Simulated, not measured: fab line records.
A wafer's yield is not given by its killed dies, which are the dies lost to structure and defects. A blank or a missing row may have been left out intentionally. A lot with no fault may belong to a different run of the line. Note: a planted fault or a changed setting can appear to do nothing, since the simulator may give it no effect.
Which of the tools did it?	flow sky130	Sampling: 13 lots, 39 wafers, 4 of 708 route steps

WHAT THE GAUGES SHOWED, per wafer
SKY_CONTACT_THK_MEAS_26: measures by xrf. Usual: CONTACT_W_THK 346 nm, standard deviation 6.6.
lot	measured	on	CONTACT_W_THK (nm)	flag
L482	day 31 22:14	film_metro-02	336 354 346	
L484	day 32 17:08	film_metro-02	348 346 349	
L485	day 33 00:04	film_metro-01	344 348 346	
L486	day 33 00:53	film_metro-02	349 357 352	
L487	day 33 04:46	film_metro-01	339 340 351	
L491	day 34 09:40	film_metro-01	339 347 358	
L492	day 34 21:24	film_metro-03	345 350 348	
L493	day 35 02:16	film_metro-01	337 354 356	
L500	day 37 18:05	film_metro-02	349 345 344	
L501	day 38 00:00	film_metro-01	344 350 343	
L502	day 38 01:04	film_metro-01	337 337 345	
L503	day 38 06:12	film_metro-01	347 344 338	
L505	day 38 20:47	film_metro-02	337 339 353	

SKY_METAL1_RS_MEAS_05: measures by four-point-probe. Usual: METAL1_ALCU_RS 0.1270 ohm/sq, standard deviation 0.0015.
lot	measured	on	METAL1_ALCU_RS (ohm/sq)	flag
L482	day 31 22:45	film_metro-03	0.1260 0.1290 0.1246	
L484	day 32 17:39	film_metro-01	0.1277 0.1271 0.1282	
L485	day 33 00:34	film_metro-04	0.1264 0.1279 0.1246	
L486	day 33 01:23	film_metro-04	0.1254 0.1263 0.1255	
L487	day 33 05:16	film_metro-04	0.1271 0.1258 0.1267	
L491	day 34 10:10	film_metro-03	0.1280 0.1278 0.1263	
L492	day 34 21:55	film_metro-04	0.1246 0.1270 0.1258	
L493	day 35 02:46	film_metro-01	0.1266 0.1247 0.1245	
L500	day 37 18:35	film_metro-03	0.1291 0.1264 0.1290	
L501	day 38 00:31	film_metro-03	0.1282 0.1290 0.1291	
L502	day 38 01:34	film_metro-01	0.1275 0.1270 0.1254	
L503	day 38 06:43	film_metro-04	0.1298 0.1290 0.1263	
L505	day 38 21:17	film_metro-01	0.1271 0.1259 0.1249	

WHAT TOOL EACH LOT RAN ON (gives the tool, then ch and the chambers of the sampled wafers, and finally the start)
lot	SKY_CONTACT_ETCH_16	SKY_CONTACT_CMP_27
L482	rie_diel-04 ch 0,2,3, day 31 21:13	cmp-02 ch 0,1,3, day 31 22:23
L484	rie_diel-01 ch 0,3, day 32 16:01	cmp-01 ch 0,3, day 32 17:10
L485	rie_diel-01 ch 1,2,3, day 32 22:59	cmp-02 ch 0,1, day 33 00:07
L486	rie_diel-01 ch 0,2, day 32 23:49	cmp-01 ch 1,2,3, day 33 00:56
L487	rie_diel-04 ch 1,2, day 33 03:44	cmp-02 ch 0,1,2, day 33 04:55
L491	rie_diel-01 ch 0,2,3, day 34 08:37	cmp-01 ch 0,1,2, day 34 09:46
L492	rie_diel-01 ch 0,2, day 34 20:22	cmp-01 ch 1,2,3, day 34 21:27
L493	rie_diel-04 ch 0,3, day 35 01:10	cmp-02 ch 0,1,3, day 35 02:20
L500	rie_diel-02 ch 0,3, day 37 16:58	cmp-02 ch 1,2,3, day 37 18:09
L501	rie_diel-01 ch 2,3, day 37 22:52	cmp-01 ch 0,1, day 38 00:06
L502	rie_diel-04 ch 1,2,3, day 38 00:01	cmp-02 ch 0,1,2, day 38 01:14
L503	rie_diel-01 ch 2,3, day 38 05:10	cmp-02 ch 0,1, day 38 06:14
L505	rie_diel-02 ch 0,2,3, day 38 19:46	cmp-02 ch 0,1, day 38 20:53
- SKY_CONTACT_ETCH_16: etches BARC in N2/H2, stops on SiO2, time 45.9 s, target depth 60 nm.
- SKY_CONTACT_CMP_27: polishes, stops on SiO2, t overpolish 15 s, target thk 0 nm.

WHAT THE TOOLS THEMSELVES READ (means of the sampled wafers that have a number; where no wafer has one, the mark that the record gives instead)
SKY_CONTACT_ETCH_16. Usual: drypump_motor_current_A 5.6 A, standard deviation 0.45; oes_product_au 0.854 a.u., standard deviation 0.0051; throttle_valve_pct 13.225 %, standard deviation 0.0095.
lot	tool	drypump_motor_current_A (A)	oes_product_au (a.u.)	throttle_valve_pct (%)	flag
L482	rie_diel-04	6.1	0.851	13.229	
L484	rie_diel-01	5.7	0.860	13.232	
L485	rie_diel-01	5.2	0.857	13.219	
L486	rie_diel-01	5.3	0.859	13.220	
L487	rie_diel-04	5.7	0.849	13.226	
L491	rie_diel-01	5.3	0.853	13.225	
L492	rie_diel-01	5.3	0.857	13.225	
L493	rie_diel-04	6.2	0.852	13.226	
L500	rie_diel-02	6.2	0.859	13.228	
L501	rie_diel-01	5.0	0.854	13.225	
L502	rie_diel-04	5.8	0.855	13.228	
L503	rie_diel-01	5.0	0.854	13.236	
L505	rie_diel-02	5.9	0.852	13.229	

SKY_CONTACT_CMP_27. Usual: motor_current_A 10.8 A, standard deviation 1.1; overpolish_run_s 15.001 s, standard deviation 0.01; time_to_endpoint_s 81 s, standard deviation 4.1.
lot	tool	motor_current_A (A)	overpolish_run_s (s)	time_to_endpoint_s (s)	flag
L482	cmp-02	9.8	14.993	85	
L484	cmp-01	12.5	15.008	81	
L485	cmp-02	10.0	15.000	84	
L486	cmp-01	11.0	14.993	85	
L487	cmp-02	10.4	14.996	81	
L491	cmp-01	11.6	12.814	82	OFF
L492	cmp-01	11.0	12.836	77	OFF
L493	cmp-02	9.6	15.003	82	
L500	cmp-02	10.3	15.000	85	
L501	cmp-01	11.4	15.000	79	
L502	cmp-02	10.3	15.005	83	
L503	cmp-02	10.0	14.988	84	
L505	cmp-02	10.1	14.997	83	

THE ANSWER, worked out from the rows above alone
Rule: a lot is off if the mean of its wafers that have a number lies more than 3 standard deviations from the usual mean. Also off: a lot with no number at a reading for which 4 or more lots have one. Where the step has rows for the other lots, those lots are counted as sound. First the gauges in route order, then the tools' own readings, where a lot's mean is used as printed above. The first step at which some lot is off is used, and at that step the reading that is off furthest; a lot without a number counts as furthest.
Off at SKY_CONTACT_CMP_27 (overpolish_run_s): L491, L492.
If a tool, at that step or one of the process steps before it, ran each lot that is off and ran no sound lot following the first of them, it fits. Not one of the candidates tried fits.

WHAT WAS PUT IN BY THE SIMULATOR
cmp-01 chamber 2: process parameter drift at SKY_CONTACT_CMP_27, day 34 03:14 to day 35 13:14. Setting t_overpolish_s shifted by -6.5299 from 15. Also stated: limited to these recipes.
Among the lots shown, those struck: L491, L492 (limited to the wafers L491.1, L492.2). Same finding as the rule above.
